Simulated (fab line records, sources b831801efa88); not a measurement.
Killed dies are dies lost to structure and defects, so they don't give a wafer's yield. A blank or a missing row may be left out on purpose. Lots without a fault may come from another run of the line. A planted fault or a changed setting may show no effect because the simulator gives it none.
Problem report in the 8D (eight disciplines) form, filled by code | flow sky130 | the parts of the form that need people (team, actions taken, sign-off) are left out

1. THE PROBLEM
n2_flow_sccm at SKY_CAPM_STRIP_14 reads a mean of 239.9 sccm on 3 wafers of 2 lots; wafers without a fault read 300.1 sccm with a standard deviation of 0.91. That is -66 standard deviations from the usual mean.
The step: strips in O2/N2.
First seen on wafer L513.1, day 40 11:01, on plasma_asher-03. The record holds 36 wafers of 12 lots with a number at this step. Rule for "out", or "out of limits": more than 4 standard deviations from the usual mean. The other wafers with a number count as sound.

2. WHAT IT IS AND WHAT IT IS NOT
question                    | is                     | is not
which readings at this step | n2_flow_sccm           | drypump_motor_current_A, oes_product_au, strip_time_to_endpoint_s
which lots                  | L513, L514             | L505, L507, L509, L510, L511, L516, L520, L523, L524, L526
which wafers of those lots  | L513.1, L513.5, L514.1 | L513.4, L514.4, L514.6
read on which tools         | plasma_asher-03        | plasma_asher-02, plasma_asher-04
when                        | from day 40 11:01      | up to then (16 sound wafers); but 17 sound wafers of L514, L516, L520, L523, L524, L526 came after

3. SUSPECTS, AND WHAT RULES EACH OUT
Counting: a tool at a process step up to the reading stays a suspect if it ran every lot that is out. Sound lots after the first of them don't rule it out here, since some wafers of a struck lot are sound.
- pvd_sputter-04 at SKY_METAL3_SPUTTER_04 (material TiN, target thk 70 nm, time 58.3 s): kept. It ran every lot that is out, first L513 (day 39 09:03); its last sound lot up to then is L507 (day 37 13:56).
- plasma_asher-03 at SKY_CAPM_STRIP_14 (strips in O2/N2): kept. It ran every lot that is out, first L513 (day 40 11:01); its last sound lot up to then is L510 (day 39 10:29). Its own readings are out on those wafers: n2_flow_sccm.
- Within plasma_asher-03 at SKY_CAPM_STRIP_14: the wafers that are out ran in chamber 0; their sound lot-mates ran in chamber 1.
Left after counting: pvd_sputter-04 at SKY_METAL3_SPUTTER_04, plasma_asher-03 at SKY_CAPM_STRIP_14.

4. THE CAUSE (what the simulator had put in)
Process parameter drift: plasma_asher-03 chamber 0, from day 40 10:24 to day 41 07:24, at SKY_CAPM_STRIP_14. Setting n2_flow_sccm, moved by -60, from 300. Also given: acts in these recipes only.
Counting left 2 suspects, and this tool is among them.

5. THE CHAIN OF EFFECTS, in route order
Each row: a reading whose mean over the struck wafers that have a number lies more than 3 standard deviations from the usual. Only readings for which the record gives a usual standard deviation are gone through. hours: the time from each lot's start at the first step in this table that gives one to its start at this step, as a median over the lots. sigmas: the change in usual standard deviations.
hours | step              | reading      | usual      | on struck wafers | change | sigmas
0     | SKY_CAPM_STRIP_14 | n2_flow_sccm | 300.1 sccm | 239.9            | -60.2  | -66
The process steps in it:
- SKY_CAPM_STRIP_14: strips in O2/N2.

6. WHAT WOULD HAVE CAUGHT IT SOONER
In this record the first reading out of limits was taken at day 40 11:01, 1 hour after the fault began at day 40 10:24.
